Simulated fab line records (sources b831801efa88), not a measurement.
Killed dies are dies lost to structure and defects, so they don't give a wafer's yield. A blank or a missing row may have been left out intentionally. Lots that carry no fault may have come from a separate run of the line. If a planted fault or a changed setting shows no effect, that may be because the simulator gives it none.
fab line records | flow sfq-line
record lots=14 | wafers=42 | last-day=92
route steps=325 shown L0V@16 M3@130 JJ@179 I7@299
lots untouched by any fault: they come from a run of this same line in which no faults occurred
start-h: hours from the record's first day to the start of the lot's first wafer shown | wait-h: time in hours since the lot's previous step | " unchanged from the row above | L1.1+2: a single row standing in for several wafers | - no value, or no start given | * or withheld: withheld | < > ~ a bound
route shown NAME@n: NAME is a module with steps in the file, n the number in the route of the first one | usual: mean and standard deviation over wafers with no fault | same: alike in all rows | chamber/n: place in a boat | sites: readings site by site | _std_site: standard deviation of those values | _edge_site: the outer-site mean with the inner-site mean subtracted | radius-mm: how far each site lies from the wafer's centre | mask NAME#n: copy n | behind: the most recent tool/chamber to have shaped the wafer | hold: why the lot went on hold/how many hours it stayed there/how the hold came to an end | device: the transistor (n, p or np) that didn't switch | end of line: the route-end tests of the same wafers | step lacking rows: just its recipe | killed: dies lost to structure and defects at the first sort, not the wafer's yield | map: the dies of a wafer, with x for killed, . for not killed, _ for no die there
set.NAME: the run value of the setting; set.NAME@STEP: its run value at that earlier step | model.NAME: the simulator's own value behind a step, which no gauge read
route steps across a sampled set of lots; one table per step, one row per wafer
services: from which hour (start-h, from the record's first day; less than 0 if before it) a tool's chamber was out of use, for how many hours, and why
## steps
# step SFQ_TRILAYER_L0_CAP_PECVD_011
# recipe material=SiO2 | temp-c=150 | time-s=13.333 | pressure-torr=2.4 | rf-w=183.3 | precursor=SiH4/N2O | target-thk-nm=60
# usual heater-power-w=83/17 | throttle-valve-pct=25.2/0.89
lot.wafer | tool     | chamber | start-h | wait-h | heater-power-w | throttle-valve-pct
L263.3    | pecvd-02 | 1       | 86.17   | 0.0    | 71             | 25.0
L263.4    | "        | 2       | "       | "      | 62             | 23.5
L263.6    | "        | 1       | "       | "      | 71             | 25.4
L267.2    | pecvd-03 | 1       | 109.04  | 0.0    | 100            | 23.8
L267.3    | "        | 0       | "       | "      | 117            | 26.1
L267.4    | "        | 2       | "       | "      | 92             | 24.8
L268.4    | pecvd-04 | 2       | 117.45  | 0.0    | 74             | 25.9
L268.5    | "        | 0       | "       | "      | 103            | 24.5
L268.6    | "        | 1       | "       | "      | 69             | 26.3
L271.1    | pecvd-02 | 1       | 138.84  | 0.0    | 74             | 25.7
L271.2    | "        | 2       | "       | "      | 73             | 23.9
L271.3    | "        | 0       | "       | "      | 70             | 25.6
L273.2    | pecvd-03 | 1       | 149.40  | 0.0    | 101            | 23.8
L273.3    | "        | 2       | "       | "      | 96             | 24.8
L273.5    | "        | 0       | "       | "      | 115            | 26.3
L275.2    | pecvd-04 | 0       | 162.60  | 0.0    | 88             | 24.7
L275.3    | "        | 2       | "       | "      | 81             | 25.7
L275.5    | "        | 1       | "       | "      | 57             | 26.2
L276.2    | pecvd-03 | 1       | 168.60  | 0.0    | 101            | 24.1
L276.5    | "        | 2       | "       | "      | 91             | 24.6
L276.6    | "        | 0       | "       | "      | 116            | 26.4
L277.2    | pecvd-04 | 1       | 173.40  | 0.0    | 68             | 26.2
L277.3    | "        | 2       | "       | "      | 89             | 25.8
L277.4    | "        | 1       | "       | "      | 66             | 26.3
L279.2    | pecvd-03 | 2       | 184.20  | 0.0    | 97             | 25.1
L279.5    | "        | 0       | "       | "      | 119            | 26.6
L279.6    | "        | 2       | "       | "      | 82             | 25.0
L281.1    | pecvd-02 | 2       | 198.60  | 0.0    | 72             | 24.4
L281.5    | "        | 1       | "       | "      | 63             | 26.0
L281.6    | "        | 2       | "       | "      | 72             | 23.9
L282.2    | pecvd-03 | 2       | 203.40  | 0.0    | 90             | 24.8
L282.3    | "        | 1       | "       | "      | 104            | 24.3
L282.5    | "        | 0       | "       | "      | 115            | 26.6
L283.2    | pecvd-02 | 1       | 208.20  | 0.0    | 74             | 26.1
L283.4    | "        | 2       | "       | "      | 74             | 23.9
L283.6    | "        | 0       | "       | "      | 55             | 25.8
L284.1    | pecvd-03 | 1       | 214.20  | 0.0    | 102            | 24.2
L284.2    | "        | 2       | "       | "      | 98             | 25.0
L284.6    | "        | 1       | "       | "      | 102            | 24.1
L285.1    | pecvd-03 | 0       | 220.20  | 0.0    | 108            | 26.8
L285.2    | "        | 2       | "       | "      | 98             | 25.0
L285.6    | "        | 2       | "       | "      | 79             | 24.8
# step SFQ_TRILAYER_M3_ETCH_METAL_ETCH_078
# recipe target=Nb | stop-on=SiO2 | mask-material=PR | chemistry=Cl2/Ar | target-depth-nm=240 | icp-w=600 | bias-w=80 | pressure-mtorr=10 | time-s=120
# usual drypump-motor-current-A=5.4/0.39 | oes-product-au=0.894/0.0078
lot.wafer | tool         | chamber | start-h | wait-h | drypump-motor-current-A | oes-product-au | rf-hours-counter-h
L263.3    | rie-metal-01 | 1       | 705.34  | 0.1    | 5.4                     | 0.897          | -
L263.4    | "            | 0       | "       | "      | 5.8                     | 0.890          | -
L263.6    | "            | 0       | "       | "      | 5.8                     | 0.876          | -
L267.2    | rie-metal-02 | 0       | 762.22  | 0.1    | 5.7                     | 0.912          | -
L267.3    | "            | 0       | "       | "      | 5.7                     | 0.890          | -
L267.4    | "            | 0       | "       | "      | 5.7                     | 0.908          | -
L268.4    | rie-metal-01 | 1       | 810.92  | 0.1    | 5.4                     | 0.895          | -
L268.5    | "            | 0       | "       | "      | 5.8                     | 0.888          | -
L268.6    | "            | 1       | "       | "      | 5.4                     | 0.886          | -
L271.1    | rie-metal-01 | 0       | 861.69  | 0.0    | 5.8                     | 0.779          | 0
L271.2    | "            | 1       | "       | "      | 5.4                     | 0.792          | 22
L271.3    | "            | 0       | "       | "      | 5.9                     | 0.779          | -
L273.2    | rie-metal-01 | 1       | 868.65  | 0.0    | 5.4                     | 0.784          | 23
L273.3    | "            | 0       | "       | "      | 5.9                     | 0.789          | -
L273.5    | "            | 1       | "       | "      | 5.4                     | 0.800          | -
L275.2    | rie-metal-03 | 1       | 905.11  | 0.0    | 5.5                     | 0.891          | 67
L275.3    | "            | 1       | "       | "      | 5.5                     | 0.881          | -
L275.5    | "            | 0       | "       | "      | 5.2                     | 0.885          | -
L276.2    | rie-metal-02 | 0       | 908.71  | 0.0    | 5.7                     | 0.896          | 81
L276.5    | "            | 0       | "       | "      | 5.6                     | 0.884          | -
L276.6    | "            | 1       | "       | "      | 4.7                     | 0.889          | -
L277.2    | rie-metal-02 | 0       | 917.23  | 0.0    | 5.7                     | 0.900          | 83
L277.3    | "            | 1       | "       | "      | 4.7                     | 0.902          | -
L277.4    | "            | 0       | "       | "      | 5.7                     | 0.887          | -
L279.2    | rie-metal-02 | 1       | 922.78  | 0.0    | 4.7                     | 0.893          | 89
L279.5    | "            | 0       | "       | "      | 5.6                     | 0.907          | -
L279.6    | "            | 1       | "       | "      | 4.7                     | 0.902          | -
L281.1    | rie-metal-02 | 1       | 934.48  | 0.0    | 4.7                     | 0.889          | 91
L281.5    | "            | 0       | "       | "      | 5.7                     | 0.905          | -
L281.6    | "            | 1       | "       | "      | 4.7                     | 0.900          | -
L282.2    | rie-metal-03 | 1       | 936.88  | 0.0    | 5.5                     | 0.883          | 72
L282.3    | "            | 0       | "       | "      | 5.2                     | 0.891          | -
L282.5    | "            | 0       | "       | "      | 5.3                     | 0.897          | -
L283.2    | rie-metal-02 | 0       | 944.33  | 0.0    | 5.7                     | 0.892          | 87
L283.4    | "            | 0       | "       | "      | 5.6                     | 0.907          | -
L283.6    | "            | 0       | "       | "      | 5.7                     | 0.899          | -
L284.1    | rie-metal-01 | 0       | 959.21  | 0.0    | 5.8                     | 0.901          | 14
L284.2    | "            | 1       | "       | "      | 5.4                     | 0.894          | 36
L284.6    | "            | 0       | "       | "      | 5.8                     | 0.886          | -
L285.1    | rie-metal-03 | 0       | 1003.36 | 0.0    | 5.2                     | 0.891          | 86
L285.2    | "            | 1       | "       | "      | 5.5                     | 0.902          | 79
L285.6    | "            | 0       | "       | "      | 5.3                     | 0.898          | -
# step SFQ_TRILAYER_JJ_TRILAYER_DEP_SPUTTER_109
# recipe material=Nb | base-pressure-pa=1.33e-06 | chamber-pressure-pa=0.1333 | substrate-temp-c=20 | target-thk-nm=150 | power-w=2000 | time-s=100
# usual throttle-valve-pct=30.3/0.83
lot.wafer | tool           | chamber | start-h | wait-h | throttle-valve-pct
L263.3    | pvd-sputter-04 | -       | 1146.06 | 0.0    | 29.5
L263.4    | "              | -       | "       | "      | 29.4
L263.6    | "              | -       | "       | "      | 29.6
L267.2    | pvd-sputter-04 | -       | 1195.14 | 0.0    | 30.4
L267.3    | "              | -       | "       | "      | 29.5
L267.4    | "              | -       | "       | "      | 31.8
L268.4    | pvd-sputter-06 | -       | 1201.14 | 0.0    | 30.4
L268.5    | "              | -       | "       | "      | 30.6
L268.6    | "              | -       | "       | "      | 30.5
L271.1    | pvd-sputter-04 | -       | 1211.77 | 0.0    | 30.3
L271.2    | "              | -       | "       | "      | 29.6
L271.3    | "              | -       | "       | "      | 29.5
L273.2    | pvd-sputter-03 | -       | 1220.17 | 0.0    | 29.4
L273.3    | "              | -       | "       | "      | 31.2
L273.5    | "              | -       | "       | "      | 31.5
L275.2    | pvd-sputter-03 | -       | 1251.37 | 0.0    | 29.7
L275.3    | "              | -       | "       | "      | 29.2
L275.5    | "              | -       | "       | "      | 31.3
L276.2    | pvd-sputter-03 | -       | 1258.19 | 0.0    | 30.2
L276.5    | "              | -       | "       | "      | 30.8
L276.6    | "              | -       | "       | "      | 30.1
L277.2    | pvd-sputter-06 | -       | 1261.77 | 0.0    | 29.9
L277.3    | "              | -       | "       | "      | 30.5
L277.4    | "              | -       | "       | "      | 28.9
L279.2    | pvd-sputter-04 | -       | 1271.37 | 0.0    | 30.2
L279.5    | "              | -       | "       | "      | 30.2
L279.6    | "              | -       | "       | "      | 29.4
L281.1    | pvd-sputter-06 | -       | 1278.65 | 0.0    | 30.6
L281.5    | "              | -       | "       | "      | 30.4
L281.6    | "              | -       | "       | "      | 28.6
L282.2    | pvd-sputter-04 | -       | 1279.77 | 0.0    | 29.4
L282.3    | "              | -       | "       | "      | 31.6
L282.5    | "              | -       | "       | "      | 30.4
L283.2    | pvd-sputter-03 | -       | 1286.97 | 0.0    | 29.2
L283.4    | "              | -       | "       | "      | 31.0
L283.6    | "              | -       | "       | "      | 30.1
L284.1    | pvd-sputter-03 | -       | 1294.77 | 0.0    | 30.8
L284.2    | "              | -       | "       | "      | 31.4
L284.6    | "              | -       | "       | "      | 30.8
L285.1    | pvd-sputter-03 | -       | 1309.77 | 0.0    | 30.3
L285.2    | "              | -       | "       | "      | 30.9
L285.6    | "              | -       | "       | "      | 30.9
# step SFQ_TRILAYER_I7_METRO_MEASURE_185
# usual thk-nm=200.2/1.1
lot.wafer | tool          | chamber | start-h | wait-h | thk-nm
L263.3    | film-metro-02 | -       | 1951.80 | 0.5    | 199.5
L263.4    | "             | -       | "       | "      | 199.8
L263.6    | "             | -       | "       | "      | 198.6
L267.2    | film-metro-04 | -       | 1962.61 | 0.3    | 199.5
L267.3    | "             | -       | "       | "      | 201.4
L267.4    | "             | -       | "       | "      | 200.1
L268.4    | film-metro-04 | -       | 2053.72 | 0.6    | 200.0
L268.5    | "             | -       | "       | "      | 200.8
L268.6    | "             | -       | "       | "      | 199.9
L271.1    | film-metro-04 | -       | 2059.12 | 0.1    | 199.4
L271.2    | "             | -       | "       | "      | 199.2
L271.3    | "             | -       | "       | "      | 200.3
L273.2    | film-metro-01 | -       | 2065.31 | 0.3    | 202.4
L273.3    | "             | -       | "       | "      | 200.7
L273.5    | "             | -       | "       | "      | 202.2
L275.2    | film-metro-02 | -       | 2074.65 | 0.3    | 201.1
L275.3    | "             | -       | "       | "      | 200.9
L275.5    | "             | -       | "       | "      | 201.8
L276.2    | film-metro-04 | -       | 2080.65 | 0.3    | 201.1
L276.5    | "             | -       | "       | "      | 199.5
L276.6    | "             | -       | "       | "      | 197.6
L277.2    | film-metro-01 | -       | 2085.45 | 0.3    | 200.5
L277.3    | "             | -       | "       | "      | 202.3
L277.4    | "             | -       | "       | "      | 200.0
L279.2    | film-metro-01 | -       | 2092.65 | 0.3    | 202.7
L279.5    | "             | -       | "       | "      | 200.6
L279.6    | "             | -       | "       | "      | 201.9
L281.1    | film-metro-02 | -       | 2104.21 | 0.1    | 198.1
L281.5    | "             | -       | "       | "      | 199.2
L281.6    | "             | -       | "       | "      | 201.4
L282.2    | film-metro-04 | -       | 2111.55 | 0.3    | 199.7
L282.3    | "             | -       | "       | "      | 198.6
L282.5    | "             | -       | "       | "      | 200.4
L283.2    | film-metro-02 | -       | 2112.59 | 0.3    | 200.6
L283.4    | "             | -       | "       | "      | 198.5
L283.6    | "             | -       | "       | "      | 198.8
L284.1    | film-metro-04 | -       | 2118.39 | 0.1    | 199.1
L284.2    | "             | -       | "       | "      | 201.2
L284.6    | "             | -       | "       | "      | 200.4
L285.1    | film-metro-01 | -       | 2121.35 | 0.1    | 199.9
L285.2    | "             | -       | "       | "      | 201.3
L285.6    | "             | -       | "       | "      | 200.9
## services
tool     | chamber | start-h | hours | kind
pecvd-03 | 1       | 116.13  | 2.5   | repair
pecvd-03 | 1       | 179.32  | 10.1  | repair
pecvd-03 | -       | 191.80  | 2.4   | repair
pecvd-03 | -       | 251.99  | 6.0   | pm
pecvd-03 | -       | 313.34  | 0.3   | repair
pecvd-03 | 1       | 330.51  | 7.6   | repair
pecvd-03 | -       | 429.10  | 14.6  | pm
pecvd-03 | -       | 530.63  | 2.8   | pm
pecvd-03 | 1       | 539.20  | 18.2  | repair
pecvd-03 | 2       | 706.17  | 26.4  | repair
pecvd-03 | 0       | 765.02  | 5.3   | repair
pecvd-03 | -       | 802.94  | 4.3   | pm
pecvd-03 | -       | 874.89  | 0.3   | repair
pecvd-03 | -       | 914.76  | 2.1   | repair
pecvd-03 | -       | 933.25  | 14.0  | pm
pecvd-03 | -       | 1088.15 | 0.8   | repair
pecvd-03 | 2       | 1180.53 | 4.3   | repair
pecvd-03 | -       | 1181.47 | 5.5   | pm
pecvd-03 | 0       | 1206.67 | 6.1   | repair
pecvd-03 | -       | 1317.22 | 0.8   | repair
pecvd-03 | 1       | 1436.73 | 3.7   | repair
pecvd-03 | -       | 1487.13 | 0.3   | repair
pecvd-03 | -       | 1626.63 | 2.8   | pm
pecvd-03 | -       | 1740.31 | 0.7   | repair
## key
first-sign step=SFQ_TRILAYER_M3_ETCH_METAL_ETCH_078 | reading=oes-product-au | direction=down | sigmas=14 | usual=0.894 | struck=0.787
effect none on later readings
met-at SFQ_TRILAYER_M3_ETCH_METAL_ETCH_078
struck-lots L271,L273
not-acting-at SFQ_TRILAYER_L0_CAP_PECVD_011,SFQ_TRILAYER_JJ_TRILAYER_DEP_SPUTTER_109,SFQ_TRILAYER_I7_METRO_MEASURE_185
onset-between 810.92 861.69
fault kind=process-parameter-drift | tool=rie-metal-01 | chamber=- | onset-h=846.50 | steps=SFQ_TRILAYER_M3_ETCH_METAL_ETCH_078 | channel=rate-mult | offset=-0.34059 | shape=step | end-h=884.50
